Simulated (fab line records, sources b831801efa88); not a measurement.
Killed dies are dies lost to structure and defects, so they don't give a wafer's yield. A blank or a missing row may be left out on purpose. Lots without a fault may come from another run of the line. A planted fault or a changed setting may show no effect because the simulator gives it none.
Which tool did it? | flow sky130 | 11 lots, 33 wafers sampled, at 4 steps of a route of 708

WHAT THE GAUGES READ, wafer by wafer
SKY_VIA3_THK_MEAS_01.
lot  | measured     | on            | VIA3_HDPCVD_THK (nm)
L202 | day 38 14:20 | film_metro-01 | 1620 1626 1621
L203 | day 39 07:26 | film_metro-02 | 1623 1628 1609
L208 | day 40 19:35 | film_metro-01 | 1623 1623 1618
L209 | day 41 07:05 | film_metro-01 | 1628 1622 1614
L212 | day 42 01:28 | film_metro-01 | 1624 1624 1617
L213 | day 42 02:25 | film_metro-01 | 1535 1550 1542
L214 | day 42 12:25 | film_metro-01 | 1618 1634 1632
L215 | day 42 17:16 | film_metro-03 | 1545 1528 1534
L220 | day 44 04:20 | film_metro-01 | 1628 1642 1637
L221 | day 44 06:26 | film_metro-02 | 1655 1648 1640
L225 | day 45 17:09 | film_metro-02 | 1625 1629 1622

WHICH TOOL RAN EACH LOT (tool, then ch and the chambers of the sampled wafers, then the start)
lot  | SKY_CAPM_STRIP_14                    | SKY_METAL3_STRIP_19                  | SKY_VIA3_HDPCVD_00
L202 | plasma_asher-03 ch 0,1, day 37 10:38 | plasma_asher-01 ch 0,1, day 38 13:34 | hdpcvd-02 ch 0,1,2, day 38 14:10
L203 | plasma_asher-03 ch 0,1, day 38 04:44 | plasma_asher-04 ch 0,1, day 39 06:37 | hdpcvd-01 ch 0,1,2, day 39 07:15
L208 | plasma_asher-03 ch 0, day 39 16:40   | plasma_asher-01 ch 0,1, day 40 18:29 | hdpcvd-02 ch 0,1,2, day 40 19:25
L209 | plasma_asher-02 ch 0,1, day 40 05:44 | plasma_asher-04 ch 0,1, day 41 06:19 | hdpcvd-01 ch 1,2, day 41 06:55
L212 | plasma_asher-04 ch 0,1, day 40 23:10 | plasma_asher-04 ch 0,1, day 42 00:38 | hdpcvd-01 ch 1,2, day 42 01:16
L213 | plasma_asher-02 ch 0,1, day 40 23:33 | plasma_asher-01 ch 0,1, day 42 01:15 | hdpcvd-01 ch 0,1,2, day 42 02:14
L214 | plasma_asher-04 ch 0,1, day 41 10:50 | plasma_asher-04 ch 0,1, day 42 11:40 | hdpcvd-02 ch 0,1,2, day 42 12:15
L215 | plasma_asher-02 ch 0,1, day 41 16:03 | plasma_asher-02 ch 0,1, day 42 16:30 | hdpcvd-01 ch 0,1, day 42 17:05
L220 | plasma_asher-04 ch 0,1, day 43 03:20 | plasma_asher-04 ch 1, day 44 03:34   | hdpcvd-02 ch 0,2, day 44 04:10
L221 | plasma_asher-02 ch 0,1, day 43 05:59 | plasma_asher-04 ch 0,1, day 44 05:40 | hdpcvd-02 ch 0,2, day 44 06:16
L225 | plasma_asher-04 ch 0,1, day 44 17:53 | plasma_asher-04 ch 0,1, day 45 16:23 | hdpcvd-01 ch 1,2, day 45 16:59
- SKY_CAPM_STRIP_14: strips in O2/N2.
- SKY_METAL3_STRIP_19: strips in O2/N2.
- SKY_VIA3_HDPCVD_00: deposits SiO2, target thk 1635 nm, time 272.5 s.

THE ANSWER, worked out from the rows above alone
Rule: what is usual is taken from the lots themselves. Put in order of their means at a reading, lots are off if they are a third of the lots or fewer, leave a main group of 4 or more, and stand apart from it by a gap of 3 or more times the standard deviation of the main group's means; of several such gaps the widest counts. A main group whose means are all the same, to the digits that the tables above print for the reading, isn't used. A lot without any number at a reading at which 4 lots or more have one is off too. The other lots that the step has rows for count as sound.
Off: L213, L215, at SKY_VIA3_THK_MEAS_01 (VIA3_HDPCVD_THK). The main group: mean 1627 nm, standard deviation 8.6.
A tool fits if, at a process step before that reading, it ran every lot that is off, and no sound lot after the first of them. The gauges at SKY_VIA3_THK_MEAS_01 are tried like those tools. None of those tried fits.

WHAT THE SIMULATOR HAD PUT IN
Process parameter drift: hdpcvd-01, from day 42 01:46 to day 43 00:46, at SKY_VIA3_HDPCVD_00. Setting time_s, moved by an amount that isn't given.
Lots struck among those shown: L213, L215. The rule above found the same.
